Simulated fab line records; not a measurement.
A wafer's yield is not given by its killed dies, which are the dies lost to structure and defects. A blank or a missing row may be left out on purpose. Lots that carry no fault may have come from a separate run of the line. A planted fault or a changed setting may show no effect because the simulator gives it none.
Comparing a struck lot with a sound one | flow gf180mcu | 14 steps out of a route of 602
Sound: the wafers L918.1, L918.4, L918.6. Wafers L920.1, L920.2, L920.5 were the ones struck. The cause comes at the end.
Per side, at each step with rows, come the tool, then ch with its chambers, and then its first start. Under that, the readings that differ: sound wafers | struck wafers | difference of the means | sigmas: that difference in standard deviations of wafers without a fault.
alike: same words and numbers on both sides, and readings whose means sit less than 2 such deviations apart. not compared: any withheld reading, any reading some wafer has no value for, any bound like >300 that may hide the same value, and any number with overlapping values for which the record gives no deviation.
Wherever a step has rows on one side only, a row that says differs or no value, or a row with sigmas, the two part there. Numbers that don't overlap but have no deviation are shown without sigmas and don't part them. A reading missing from all wafers of one side parts the sides only when that side holds two or more wafers.

GF_HV_LDD_OVL_MEAS_32:
  sound on overlay-01 at day 14 23:44; struck on overlay-01 at day 15 14:05
reading            | sound       | struck         | difference | sigmas
HV_LDD_02_OVL (nm) | 0.7 1.0 0.3 | -2.0 -3.3 -1.9 | -3.1       | -3
then, 4 steps without rows for these wafers: GF_HV_LDD_IMPLANT_33; GF_HV_LDD_IMPLANT_34; GF_HV_LDD_IMPLANT_35; GF_HV_LDD_IMPLANT_36.
GF_HV_LDD_STRIP_37: strips in O2/N2.
  sound on plasmaAsher-04 ch 0, day 15 00:22; struck on plasmaAsher-01 ch 0,1, day 15 14:43
  alike: chamberPressureMTorr, drypumpMotorCurrentA, heaterPowerW, oesProductAu, stripTimeToEndpointS
  not compared: rfHoursCounterH
GF_HV_LDD_TW_MEAS_38:
  sound on filmMetro-04 at day 15 00:28; struck on filmMetro-01 at day 15 14:49
reading     | sound          | struck         | difference | sigmas
HV_LDD_3_TW | 1419 1419 1418 | 1447 1444 1445 | +27        | +2
then, 5 steps without rows for these wafers: GF_HV_LDD_DEHYDRATE_39 (time 60 s); GF_HV_LDD_HMDS_40 (prime time 60 s); GF_HV_LDD_COAT_41 (resist thk 1000 nm); GF_HV_LDD_SOFTBAKE_42 (time 60 s); GF_HV_LDD_EXPOSE_43 (exposes mask Pplus HV AREA, target cd 400 nm).
GF_HV_LDD_PEB_44:
  sound on lithoTrack-04 ch 0, day 15 21:40; struck on lithoTrack-04, day 16 12:46
reading        | sound          | struck | difference                    | sigmas
exhaustPa (Pa) | 45.1 45.0 46.2 | - - -  | no value on the struck wafers | 
  not compared: chillPlateTempC, timeS
then, 1 step without rows for these wafers: GF_HV_LDD_DEVELOP_45 (develop time 60 s).

## WHERE THEY PART
First at GF_HV_LDD_OVL_MEAS_32; last, within this record, at GF_HV_LDD_PEB_44.

WHY: the cause the simulator had injected
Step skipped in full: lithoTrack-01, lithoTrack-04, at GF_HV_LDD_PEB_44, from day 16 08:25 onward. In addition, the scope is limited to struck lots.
